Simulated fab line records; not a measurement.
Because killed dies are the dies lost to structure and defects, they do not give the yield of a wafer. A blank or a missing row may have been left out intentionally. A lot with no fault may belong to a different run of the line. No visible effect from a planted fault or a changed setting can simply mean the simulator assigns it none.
fab line records	flow sky130
record lots=24	wafers=72	last_day=50
route steps=708 shown VIA2@510 CAPM@549 METAL4@600 CAP2M@617 METAL5@676
lots that met no fault: from a run of the same line without faults
start_h: hours from the record's first day to the start of the lot's first wafer shown	wait_h: hours since the lot's step before	" unchanged from the row above	L1.1+2: several wafers, shown together as one row	- no value present, or no start provided	* or withheld: withheld	< > ~ a bound
route shown NAME@n: names a module that has steps shown in the file, with the first one's number in the route	usual: the fault-free wafers' mean and standard deviation	same: alike in all rows	chamber/n: place in a boat	sites: the reading at each site	_std_site: the values' standard deviation	_edge_site: mean of outer sites minus mean of inner sites	radius_mm: how far each site lies from the wafer's centre	mask NAME#n: copy n	behind: the last tool/chamber to shape the wafer	hold: the reason the lot was held/the length of the hold in hours/how it ended	device: the n, p or np transistor that did not switch	end of line: at the end of the route, the tests of the same wafers	where a step has no rows: the recipe by itself	killed: count of dies lost to structure and defects at first sort (not the wafer's yield)	map: the dies of a wafer, with x for killed, . for not killed, _ for no die there
set.NAME: the setting as run; set.NAME@STEP: as run at that earlier step	model.NAME: the simulator's own value behind a step, which no gauge read
the route's steps for a sample of lots (tables are steps, rows are wafers)
services: from which hour (start_h, from the record's first day; less than 0 if before it) a tool's chamber was out of use, for how many hours, and why
## steps
# step SKY_VIA2_BOW_MEAS_03
# recipe mode=bow
# usual VIA2_BOW=85/7.6
lot.wafer	tool	chamber	start_h	wait_h	VIA2_BOW[um]
L074.2	film_metro-02	-	813.99	0.3	82
L074.3	"	-	"	"	81
L074.4	"	-	"	"	85
L075.3	film_metro-03	-	828.76	0.1	81
L075.5	"	-	"	"	86
L075.6	"	-	"	"	78
L076.1	film_metro-01	-	834.32	0.2	83
L076.2	"	-	"	"	89
L076.3	"	-	"	"	85
L077.1	film_metro-02	-	840.48	0.2	92
L077.3	"	-	"	"	79
L077.6	"	-	"	"	91
L078.1	film_metro-03	-	843.52	0.2	87
L078.2	"	-	"	"	90
L078.6	"	-	"	"	81
L079.1	film_metro-03	-	854.04	0.2	89
L079.4	"	-	"	"	82
L079.6	"	-	"	"	89
L080.1	film_metro-02	-	869.80	0.2	77
L080.3	"	-	"	"	73
L080.5	"	-	"	"	83
L081.3	film_metro-02	-	883.30	0.3	70
L081.4	"	-	"	"	101
L081.6	"	-	"	"	79
L082.1	film_metro-02	-	904.29	0.2	87
L082.4	"	-	"	"	82
L082.5	"	-	"	"	89
L083.4	film_metro-03	-	908.47	0.2	85
L083.5	"	-	"	"	95
L083.6	"	-	"	"	88
L085.2	film_metro-03	-	912.88	0.2	86
L085.4	"	-	"	"	84
L085.6	"	-	"	"	92
L084.2	film_metro-01	-	914.19	0.1	90
L084.5	"	-	"	"	81
L084.6	"	-	"	"	96
L086.1	film_metro-02	-	917.22	0.2	81
L086.3	"	-	"	"	88
L086.4	"	-	"	"	90
L088.3	film_metro-03	-	930.20	0.2	105
L088.5	"	-	"	"	88
L088.6	"	-	"	"	87
L087.1	film_metro-02	-	937.68	0.1	79
L087.2	"	-	"	"	72
L087.5	"	-	"	"	72
L090.1	film_metro-02	-	949.37	0.1	92
L090.3	"	-	"	"	86
L090.4	"	-	"	"	94
L089.1	film_metro-02	-	950.25	0.1	103
L089.3	"	-	"	"	88
L089.6	"	-	"	"	92
L091.2	film_metro-03	-	958.91	0.2	91
L091.5	"	-	"	"	93
L091.6	"	-	"	"	98
L092.4	film_metro-03	-	959.77	0.3	82
L092.5	"	-	"	"	80
L092.6	"	-	"	"	68
L093.2	film_metro-03	-	962.95	0.1	95
L093.5	"	-	"	"	85
L093.6	"	-	"	"	90
L095.1	film_metro-01	-	971.84	0.1	77
L095.2	"	-	"	"	77
L095.5	"	-	"	"	94
L094.3	film_metro-01	-	973.64	0.2	76
L094.4	"	-	"	"	67
L094.5	"	-	"	"	77
L096.1	film_metro-03	-	980.60	0.2	90
L096.3	"	-	"	"	87
L096.4	"	-	"	"	88
L097.1	film_metro-03	-	983.00	0.2	83
L097.3	"	-	"	"	95
L097.4	"	-	"	"	86
# step SKY_CAPM_OVL_MEAS_12
# usual CAPM_OVL=-1.1/1.4
lot.wafer	tool	chamber	start_h	wait_h	CAPM_OVL[nm]
L074.2	overlay-02	-	867.05	0.1	-1.9
L074.3	"	-	"	"	-0.2
L074.4	"	-	"	"	-2.4
L075.3	overlay-01	-	883.21	0.1	-0.8
L075.5	"	-	"	"	0.5
L075.6	"	-	"	"	-0.8
L076.1	overlay-02	-	887.10	0.1	-3.5
L076.2	"	-	"	"	-3.0
L076.3	"	-	"	"	-3.8
L077.1	overlay-01	-	893.32	0.1	-1.3
L077.3	"	-	"	"	2.1
L077.6	"	-	"	"	0.2
L078.1	overlay-02	-	897.70	0.1	-2.8
L078.2	"	-	"	"	-1.5
L078.6	"	-	"	"	-1.6
L079.1	overlay-02	-	908.09	0.1	-1.4
L079.4	"	-	"	"	-1.4
L079.6	"	-	"	"	-2.9
L080.1	overlay-01	-	920.92	0.1	-4.0
L080.3	"	-	"	"	-1.1
L080.5	"	-	"	"	-1.7
L081.3	overlay-02	-	935.16	0.1	-0.2
L081.4	"	-	"	"	0.9
L081.6	"	-	"	"	1.4
L082.1	overlay-01	-	954.54	0.1	-1.5
L082.4	"	-	"	"	0.4
L082.5	"	-	"	"	-0.4
L083.4	overlay-02	-	958.45	0.1	-0.2
L083.5	"	-	"	"	-0.8
L083.6	"	-	"	"	-2.8
L085.2	overlay-01	-	964.39	0.1	-2.4
L085.4	"	-	"	"	-2.3
L085.6	"	-	"	"	-0.6
L084.2	overlay-02	-	964.69	0.1	-0.3
L084.5	"	-	"	"	-0.3
L084.6	"	-	"	"	-0.8
L086.1	overlay-02	-	967.69	0.1	-0.9
L086.3	"	-	"	"	-1.8
L086.4	"	-	"	"	-1.1
L088.3	overlay-01	-	979.31	0.1	-1.1
L088.5	"	-	"	"	0.2
L088.6	"	-	"	"	2.0
L087.1	overlay-02	-	988.39	0.1	-2.0
L087.2	"	-	"	"	-2.1
L087.5	"	-	"	"	-0.5
L090.1	overlay-01	-	998.32	0.1	0.1
L090.3	"	-	"	"	0.8
L090.4	"	-	"	"	1.2
L089.1	overlay-02	-	999.80	0.1	-3.1
L089.3	"	-	"	"	-1.3
L089.6	"	-	"	"	-2.1
L091.2	overlay-01	-	1006.99	0.1	-2.5
L091.5	"	-	"	"	-3.0
L091.6	"	-	"	"	-2.6
L092.4	overlay-02	-	1007.87	0.1	-4.1
L092.5	"	-	"	"	-2.3
L092.6	"	-	"	"	-1.3
L093.2	overlay-01	-	1011.76	0.1	1.6
L093.5	"	-	"	"	1.6
L093.6	"	-	"	"	2.3
L095.1	overlay-02	-	1018.84	0.1	1.8
L095.2	"	-	"	"	-1.9
L095.5	"	-	"	"	-2.5
L094.3	overlay-01	-	1021.70	0.1	0.6
L094.4	"	-	"	"	-0.2
L094.5	"	-	"	"	-0.2
L096.1	overlay-01	-	1028.25	0.1	-0.1
L096.3	"	-	"	"	-1.4
L096.4	"	-	"	"	-0.6
L097.1	overlay-01	-	1029.15	0.1	-0.8
L097.3	"	-	"	"	1.1
L097.4	"	-	"	"	-1.2
# step SKY_METAL4_SPUTTER_02
# recipe material=AlCu	target_thk_nm=735	power_w=10600	time_s=39.1	chamber_pressure_pa=0.4
# usual throttle_valve_pct=29.5/0.87
lot.wafer	tool	chamber	start_h	wait_h	throttle_valve_pct
L074.2	pvd_sputter-03	-	921.58	0.0	30.0
L074.3	"	-	"	"	29.2
L074.4	"	-	"	"	28.6
L075.3	pvd_sputter-04	-	938.26	0.0	29.8
L075.5	"	-	"	"	30.7
L075.6	"	-	"	"	29.7
L076.1	pvd_sputter-04	-	941.71	0.0	30.4
L076.2	"	-	"	"	30.9
L076.3	"	-	"	"	29.7
L077.1	pvd_sputter-03	-	946.52	0.0	28.7
L077.3	"	-	"	"	30.6
L077.6	"	-	"	"	29.4
L078.1	pvd_sputter-03	-	951.12	0.0	30.6
L078.2	"	-	"	"	28.6
L078.6	"	-	"	"	30.2
L079.1	pvd_sputter-03	-	960.95	0.0	29.5
L079.4	"	-	"	"	30.5
L079.6	"	-	"	"	30.7
L080.1	pvd_sputter-01	-	973.79	0.0	28.5
L080.3	"	-	"	"	29.9
L080.5	"	-	"	"	29.4
L081.3	pvd_sputter-03	-	986.32	0.0	29.4
L081.4	"	-	"	"	30.4
L081.6	"	-	"	"	30.6
L082.1	pvd_sputter-01	-	1005.80	0.0	27.9
L082.4	"	-	"	"	28.4
L082.5	"	-	"	"	28.1
L083.4	pvd_sputter-03	-	1009.48	0.0	30.4
L083.5	"	-	"	"	30.6
L083.6	"	-	"	"	28.8
L085.2	pvd_sputter-04	-	1015.10	0.0	29.3
L085.4	"	-	"	"	29.7
L085.6	"	-	"	"	29.6
L084.2	pvd_sputter-01	-	1015.11	0.0	29.2
L084.5	"	-	"	"	28.5
L084.6	"	-	"	"	28.0
L086.1	pvd_sputter-01	-	1018.32	0.0	28.6
L086.3	"	-	"	"	29.4
L086.4	"	-	"	"	28.1
L088.3	pvd_sputter-01	-	1029.07	0.0	28.1
L088.5	"	-	"	"	29.0
L088.6	"	-	"	"	28.0
L087.1	pvd_sputter-01	-	1037.32	0.0	29.3
L087.2	"	-	"	"	28.3
L087.5	"	-	"	"	29.4
L090.1	pvd_sputter-03	-	1047.32	0.0	28.6
L090.3	"	-	"	"	30.3
L090.4	"	-	"	"	30.6
L089.1	pvd_sputter-03	-	1049.02	0.0	28.4
L089.3	"	-	"	"	29.4
L089.6	"	-	"	"	29.9
L091.2	pvd_sputter-04	-	1055.13	0.0	31.4
L091.5	"	-	"	"	29.7
L091.6	"	-	"	"	31.2
L092.4	pvd_sputter-01	-	1056.47	0.0	29.8
L092.5	"	-	"	"	29.5
L092.6	"	-	"	"	29.2
L093.2	pvd_sputter-03	-	1060.06	0.0	30.4
L093.5	"	-	"	"	30.7
L093.6	"	-	"	"	28.6
L095.1	pvd_sputter-01	-	1065.52	0.0	28.0
L095.2	"	-	"	"	29.3
L095.5	"	-	"	"	28.2
L094.3	pvd_sputter-03	-	1068.25	0.0	28.4
L094.4	"	-	"	"	29.3
L094.5	"	-	"	"	30.3
L096.1	pvd_sputter-04	-	1075.14	0.0	29.5
L096.3	"	-	"	"	29.3
L096.4	"	-	"	"	31.1
L097.1	pvd_sputter-03	-	1076.19	0.0	29.1
L097.3	"	-	"	"	28.6
L097.4	"	-	"	"	30.3
# step SKY_CAP2M_STRIP_14
# recipe chemistry=O2/N2	power_w=1400	pressure_mtorr=1500	platen_temp_c=withheld	o2_flow_sccm=3000	n2_flow_sccm=300	overash_fraction=0.5
# usual drypump_motor_current_A=5.5/0.39	oes_product_au=0.710/0.0045	strip_time_to_endpoint_s=12.67/0.035
lot.wafer	tool	chamber	start_h	wait_h	drypump_motor_current_A	oes_product_au	rf_hours_counter_h	strip_time_to_endpoint_s
L074.2	plasma_asher-02	0	946.50	0.1	5.7	0.709	58	12.68
L074.3	"	1	"	"	5.4	0.716	-	12.62
L074.4	"	0	"	"	5.7	0.707	-	12.66
L075.3	plasma_asher-03	1	962.91	0.1	5.4	0.709	-	12.65
L075.5	"	0	"	"	5.0	0.712	-	12.63
L075.6	"	1	"	"	5.4	0.715	-	12.63
L076.1	plasma_asher-03	1	966.08	0.1	5.4	0.709	114	12.68
L076.2	"	0	"	"	5.0	0.718	114	12.65
L076.3	"	1	"	"	5.3	0.718	-	12.69
L077.1	plasma_asher-03	1	969.97	0.1	5.3	0.698	115	12.69
L077.3	"	1	"	"	5.4	0.714	-	12.67
L077.6	"	0	"	"	5.0	0.714	-	12.67
L078.1	plasma_asher-02	1	975.27	0.1	5.4	0.708	61	12.69
L078.2	"	0	"	"	5.7	0.709	61	12.65
L078.6	"	0	"	"	5.7	0.712	-	12.66
L079.1	plasma_asher-04	1	984.83	0.1	5.0	0.714	20	12.68
L079.4	"	1	"	"	5.0	0.712	-	12.72
L079.6	"	1	"	"	5.0	0.707	-	12.70
L080.1	plasma_asher-02	0	997.83	0.1	5.7	0.709	63	12.64
L080.3	"	0	"	"	5.7	0.712	-	12.59
L080.5	"	0	"	"	5.6	0.705	-	12.63
L081.3	plasma_asher-02	1	1008.74	0.1	5.4	0.712	-	12.75
L081.4	"	0	"	"	5.7	0.711	-	12.70
L081.6	"	0	"	"	5.7	0.706	-	12.68
L082.1	plasma_asher-02	0	1028.72	0.1	5.7	0.713	68	12.66
L082.4	"	0	"	"	5.7	0.716	-	12.65
L082.5	"	1	"	"	5.4	0.713	-	12.63
L083.4	plasma_asher-02	1	1031.61	0.1	5.4	0.710	-	12.69
L083.5	"	1	"	"	5.4	0.708	-	12.61
L083.6	"	0	"	"	5.7	0.706	-	12.66
L085.2	plasma_asher-02	1	1036.97	0.1	5.4	0.709	68	12.65
L085.4	"	0	"	"	5.6	0.709	-	12.63
L085.6	"	0	"	"	5.6	0.709	-	12.66
L084.2	plasma_asher-02	1	1037.40	0.1	5.4	0.706	69	12.61
L084.5	"	1	"	"	5.4	0.712	-	12.57
L084.6	"	0	"	"	5.7	0.706	-	12.64
L086.1	plasma_asher-02	0	1040.53	0.1	5.7	0.712	69	12.67
L086.3	"	1	"	"	5.4	0.707	-	12.66
L086.4	"	0	"	"	5.7	0.711	-	12.67
L088.3	plasma_asher-02	1	1052.21	0.1	5.4	0.717	-	12.68
L088.5	"	0	"	"	5.7	0.708	-	12.61
L088.6	"	1	"	"	5.4	0.704	-	12.67
L087.1	plasma_asher-02	1	1059.15	0.1	5.4	0.709	72	12.68
L087.2	"	0	"	"	5.7	0.708	72	12.68
L087.5	"	1	"	"	5.4	0.712	-	12.68
L090.1	plasma_asher-04	0	1068.73	0.1	6.3	0.711	27	12.67
L090.3	"	1	"	"	5.0	0.712	-	12.68
L090.4	"	0	"	"	6.3	0.709	-	12.74
L089.1	plasma_asher-04	1	1070.03	0.1	5.0	0.711	27	12.63
L089.3	"	1	"	"	5.0	0.707	-	12.66
L089.6	"	0	"	"	6.3	0.712	-	12.65
L091.2	plasma_asher-04	1	1076.18	0.1	5.0	0.719	28	12.64
L091.5	"	1	"	"	5.0	0.707	-	12.66
L091.6	"	0	"	"	6.3	0.715	-	12.67
L092.4	plasma_asher-03	1	1078.11	0.1	5.4	0.708	-	12.64
L092.5	"	0	"	"	5.0	0.710	-	12.60
L092.6	"	1	"	"	5.4	0.709	-	12.69
L093.2	plasma_asher-03	1	1082.08	0.1	5.4	0.712	2	12.74
L093.5	"	0	"	"	5.0	0.710	-	12.67
L093.6	"	1	"	"	5.4	0.718	-	12.77
L095.1	plasma_asher-03	0	1086.05	0.1	5.0	0.707	2	12.66
L095.2	"	1	"	"	5.4	0.709	2	12.68
L095.5	"	0	"	"	5.0	0.697	-	12.64
L094.3	plasma_asher-04	0	1089.48	0.1	6.2	0.716	-	12.67
L094.4	"	1	"	"	5.0	0.710	-	12.66
L094.5	"	0	"	"	6.2	0.719	-	12.64
L096.1	plasma_asher-03	0	1095.40	0.1	5.0	0.708	3	12.66
L096.3	"	0	"	"	5.0	0.713	-	12.72
L096.4	"	1	"	"	5.4	0.710	-	12.66
L097.1	plasma_asher-04	0	1096.88	0.1	6.3	0.717	30	12.70
L097.3	"	1	"	"	5.0	0.701	-	12.74
L097.4	"	0	"	"	6.2	0.713	-	12.65
# step SKY_METAL4_METAL_ETCH_18
# recipe target_depth_a=8450	stop_on=SiO2	over_etch_frac=0.3	time_s=183.1	chemistry=Cl2/BCl3	resist_sidewall_deg=88	pressure_mtorr=10	icp_w=900	bias_w=48.5	Cl2_flow_sccm=60	bcl3_flow_sccm=30
# usual drypump_motor_current_A=5.89/0.19	oes_product_au=0.866/0.006	throttle_valve_pct=22.265/0.0093
lot.wafer	tool	chamber	start_h	wait_h	drypump_motor_current_A	oes_product_au	rf_hours_counter_h	throttle_valve_pct
L074.2	rie_metal-01	0	970.95	0.0	6.02	0.866	15	22.263
L074.3	"	0	"	"	6.04	0.859	-	22.269
L074.4	"	1	"	"	5.74	0.868	-	22.262
L075.3	rie_metal-01	0	988.01	0.1	6.02	0.856	-	22.263
L075.5	"	1	"	"	5.73	0.870	-	22.256
L075.6	"	0	"	"	6.04	0.864	-	22.253
L076.1	rie_metal-02	1	990.97	0.0	5.86	0.861	21	22.276
L076.2	"	0	"	"	6.18	0.873	12	22.253
L076.3	"	1	"	"	5.85	0.861	-	22.262
L077.1	rie_metal-01	0	993.79	0.0	6.05	0.866	17	22.256
L077.3	"	0	"	"	6.01	0.873	-	22.241
L077.6	"	0	"	"	6.05	0.873	-	22.255
L078.1	rie_metal-02	1	999.57	0.0	5.83	0.863	21	22.256
L078.2	"	0	"	"	6.18	0.863	12	22.265
L078.6	"	0	"	"	6.17	0.867	-	22.256
L079.1	rie_metal-03	1	1008.82	0.0	5.72	0.862	6	22.270
L079.4	"	0	"	"	5.73	0.865	-	22.259
L079.6	"	1	"	"	5.70	0.864	-	22.260
L080.1	rie_metal-02	1	1021.72	0.0	5.87	0.877	23	22.267
L080.3	"	1	"	"	5.86	0.865	-	22.269
L080.5	"	1	"	"	5.86	0.867	-	22.262
L081.3	rie_metal-03	0	1031.86	0.1	5.77	0.861	-	22.261
L081.4	"	1	"	"	5.69	0.860	-	22.272
L081.6	"	0	"	"	5.77	0.861	-	22.258
L082.1	rie_metal-02	1	1051.80	0.0	5.87	0.859	27	22.275
L082.4	"	0	"	"	6.20	0.852	-	22.273
L082.5	"	0	"	"	6.17	0.865	-	22.282
L083.4	rie_metal-02	0	1054.29	0.2	6.19	0.846	-	22.278
L083.5	"	0	"	"	6.17	0.858	-	22.279
L083.6	"	0	"	"	6.18	0.861	-	22.271
L084.2	rie_metal-03	0	1059.69	0.0	5.76	0.861	7	22.275
L084.5	"	0	"	"	5.77	0.853	-	22.266
L084.6	"	1	"	"	5.74	0.859	-	22.256
L085.2	rie_metal-02	0	1059.71	0.1	6.20	0.864	-	22.259
L085.4	"	0	"	"	6.20	0.868	-	22.263
L085.6	"	0	"	"	6.17	0.861	-	22.266
L086.1	rie_metal-03	0	1062.73	0.0	5.76	0.866	8	22.256
L086.3	"	1	"	"	5.68	0.871	-	22.266
L086.4	"	0	"	"	5.75	0.869	-	22.275
L088.3	rie_metal-03	0	1074.18	0.1	5.72	0.869	-	22.258
L088.5	"	0	"	"	5.75	0.867	-	22.259
L088.6	"	1	"	"	5.71	0.871	-	22.261
L087.1	rie_metal-01	0	1080.87	0.0	6.05	0.867	21	22.257
L087.2	"	1	"	"	5.73	0.866	7	22.262
L087.5	"	0	"	"	6.04	0.866	-	22.268
L090.1	rie_metal-03	0	1090.94	0.0	5.72	0.865	10	22.248
L090.3	"	0	"	"	5.75	0.862	-	22.271
L090.4	"	1	"	"	5.71	0.868	-	22.245
L089.1	rie_metal-01	0	1091.64	0.0	6.01	0.865	22	22.271
L089.3	"	1	"	"	5.75	0.872	-	22.270
L089.6	"	1	"	"	5.74	0.866	-	22.270
L091.2	rie_metal-02	0	1097.82	0.0	6.21	0.865	20	22.271
L091.5	"	1	"	"	5.87	0.861	-	22.266
L091.6	"	0	"	"	6.22	0.864	-	22.250
L092.4	rie_metal-02	1	1099.73	0.1	5.85	0.863	-	22.279
L092.5	"	1	"	"	5.84	0.861	-	22.266
L092.6	"	0	"	"	6.20	0.868	-	22.263
L093.2	rie_metal-03	0	1111.16	0.0	5.77	0.872	11	22.278
L093.5	"	0	"	"	5.76	0.871	-	22.263
L093.6	"	1	"	"	5.69	0.874	-	22.249
L095.1	rie_metal-03	0	1112.24	0.0	5.76	0.857	11	22.291
L095.2	"	1	"	"	5.73	0.864	13	22.256
L095.5	"	0	"	"	5.78	0.856	-	22.252
L094.3	rie_metal-02	1	1113.50	0.1	5.84	0.865	-	22.268
L094.4	"	0	"	"	6.16	0.871	-	22.274
L094.5	"	0	"	"	6.20	0.876	-	22.254
L096.1	rie_metal-03	0	1115.12	0.0	5.77	0.865	12	22.259
L096.3	"	1	"	"	5.69	0.867	-	22.281
L096.4	"	0	"	"	5.77	0.875	-	22.248
L097.1	rie_metal-01	1	1115.48	0.0	5.73	0.871	10	22.255
L097.3	"	0	"	"	5.99	0.871	-	22.282
L097.4	"	1	"	"	5.74	0.861	-	22.280
# step SKY_METAL5_METAL_ETCH_15
# recipe target_depth_a=12600	stop_on=SiO2	over_etch_frac=0.2	time_s=252	chemistry=Cl2/BCl3	resist_sidewall_deg=86	pressure_mtorr=10	icp_w=900	bias_w=48.5	Cl2_flow_sccm=60	bcl3_flow_sccm=30
# usual drypump_motor_current_A=5.81/0.26	oes_product_au=0.894/0.0046	throttle_valve_pct=22.265/0.0099
lot.wafer	tool	chamber	start_h	wait_h	drypump_motor_current_A	oes_product_au	rf_hours_counter_h	throttle_valve_pct
L074.2	rie_metal-04	1	1018.57	0.0	5.36	0.891	4	22.258
L074.3	"	1	"	"	5.35	0.893	-	22.254
L074.4	"	0	"	"	6.13	0.897	-	22.248
L075.3	rie_metal-03	1	1036.50	0.1	5.72	0.895	-	22.265
L075.5	"	0	"	"	5.76	0.889	-	22.271
L075.6	"	1	"	"	5.73	0.892	-	22.275
L076.1	rie_metal-03	1	1038.30	0.0	5.71	0.888	8	22.275
L076.2	"	0	"	"	5.75	0.893	6	22.263
L076.3	"	0	"	"	5.75	0.901	-	22.252
L077.1	rie_metal-02	1	1040.52	0.1	5.87	0.894	25	22.264
L077.3	"	1	"	"	5.86	0.889	-	22.268
L077.6	"	1	"	"	5.87	0.887	-	22.274
L078.1	rie_metal-02	0	1047.55	0.0	6.17	0.894	14	22.269
L078.2	"	1	"	"	5.87	0.898	26	22.256
L078.6	"	0	"	"	6.20	0.902	-	22.274
L079.1	rie_metal-04	1	1056.17	0.0	5.32	0.895	7	22.264
L079.4	"	1	"	"	5.32	0.893	-	22.269
L079.6	"	0	"	"	6.13	0.892	-	22.247
L080.1	rie_metal-04	1	1068.08	0.0	5.36	0.890	7	22.268
L080.3	"	1	"	"	5.36	0.896	-	22.250
L080.5	"	0	"	"	6.17	0.895	-	22.261
L081.3	rie_metal-03	0	1077.96	0.1	5.76	0.891	-	22.262
L081.4	"	1	"	"	5.71	0.887	-	22.267
L081.6	"	0	"	"	5.78	0.896	-	22.259
L082.1	rie_metal-02	0	1095.62	0.0	6.17	0.892	19	22.276
L082.4	"	0	"	"	6.17	0.888	-	22.270
L082.5	"	0	"	"	6.19	0.890	-	22.272
L083.4	rie_metal-03	1	1099.15	0.1	5.72	0.885	-	22.272
L083.5	"	1	"	"	5.70	0.887	-	22.270
L083.6	"	0	"	"	5.76	0.892	-	22.273
L084.2	rie_metal-04	1	1103.25	0.0	5.34	0.892	10	22.253
L084.5	"	1	"	"	5.31	0.900	-	22.264
L084.6	"	0	"	"	6.17	0.894	-	22.283
L085.2	rie_metal-02	0	1103.90	0.0	6.18	0.891	20	22.267
L085.4	"	0	"	"	6.19	0.897	-	22.269
L085.6	"	1	"	"	5.84	0.886	-	22.260
L086.1	rie_metal-03	1	1105.53	0.0	5.70	0.893	13	22.257
L086.3	"	1	"	"	5.70	0.892	-	22.267
L086.4	"	0	"	"	5.77	0.897	-	22.265
L088.3	rie_metal-04	0	1113.71	0.1	6.15	0.888	-	22.276
L088.5	"	0	"	"	6.14	0.890	-	22.267
L088.6	"	1	"	"	5.33	0.894	-	22.272
L087.1	rie_metal-03	0	1117.12	0.0	5.76	0.896	12	22.268
L087.2	"	1	"	"	5.70	0.891	14	22.268
L087.5	"	1	"	"	5.68	0.894	-	22.261
L090.1	rie_metal-03	0	1129.47	0.0	5.77	0.902	13	22.266
L090.3	"	1	"	"	5.69	0.896	-	22.270
L090.4	"	0	"	"	5.78	0.896	-	22.265
L089.1	rie_metal-03	1	1131.45	0.0	5.69	0.881	15	22.277
L089.3	"	0	"	"	5.74	0.889	-	22.264
L089.6	"	1	"	"	5.70	0.897	-	22.256
L091.2	rie_metal-04	0	1136.16	0.1	6.17	0.895	-	22.272
L091.5	"	0	"	"	6.14	0.893	-	22.252
L091.6	"	0	"	"	6.14	0.895	-	22.274
L092.4	rie_metal-03	1	1136.77	0.1	5.74	0.886	-	22.266
L092.5	"	1	"	"	5.73	0.893	-	22.275
L092.6	"	0	"	"	5.75	0.887	-	22.234
L093.2	rie_metal-03	1	1147.57	0.0	5.69	0.896	17	22.251
L093.5	"	0	"	"	5.73	0.896	-	22.267
L093.6	"	1	"	"	5.71	0.895	-	22.264
L095.1	rie_metal-02	1	1149.73	0.0	5.85	0.891	6	22.251
L095.2	"	0	"	"	6.22	0.889	24	22.269
L095.5	"	1	"	"	5.86	0.892	-	22.276
L094.3	rie_metal-04	0	1153.55	0.1	6.15	0.896	-	22.266
L094.4	"	1	"	"	5.34	0.895	-	22.278
L094.5	"	1	"	"	5.31	0.897	-	22.275
L097.1	rie_metal-03	1	1156.67	0.0	5.70	0.885	18	22.274
L097.3	"	1	"	"	5.69	0.902	-	22.252
L097.4	"	0	"	"	5.78	0.888	-	22.258
L096.1	rie_metal-04	0	1157.70	0.0	6.16	0.899	24	22.250
L096.3	"	0	"	"	6.17	0.886	-	22.268
L096.4	"	1	"	"	5.34	0.888	-	22.287
## services
tool	chamber	start_h	hours	kind
plasma_asher-04	-	898.08	11.5	repair
rie_metal-02	0	903.72	4.0	repair
plasma_asher-04	-	941.08	2.4	repair
plasma_asher-02	-	947.48	2.5	repair
rie_metal-04	-	956.59	0.4	repair
rie_metal-03	-	963.67	1.1	repair
plasma_asher-04	-	964.60	18.7	pm
rie_metal-04	0	965.27	18.7	repair
rie_metal-04	-	968.31	1.9	repair
rie_metal-04	-	974.83	5.6	repair
rie_metal-01	1	976.91	5.8	repair
rie_metal-03	-	993.61	2.8	pm
plasma_asher-03	-	1002.60	15.6	pm
rie_metal-02	0	1018.10	22.7	repair
plasma_asher-03	-	1020.95	8.1	repair
plasma_asher-03	-	1047.83	11.6	repair
pvd_sputter-03	-	1051.00	1.7	repair
plasma_asher-03	-	1059.46	9.0	pm
plasma_asher-02	-	1068.74	48.6	repair
plasma_asher-02	-	1073.56	2.8	repair
pvd_sputter-03	-	1100.34	3.4	repair
rie_metal-02	-	1118.27	0.3	repair
rie_metal-04	1	1134.60	1.8	repair
pvd_sputter-03	-	1141.90	1.4	repair
## key
fault none
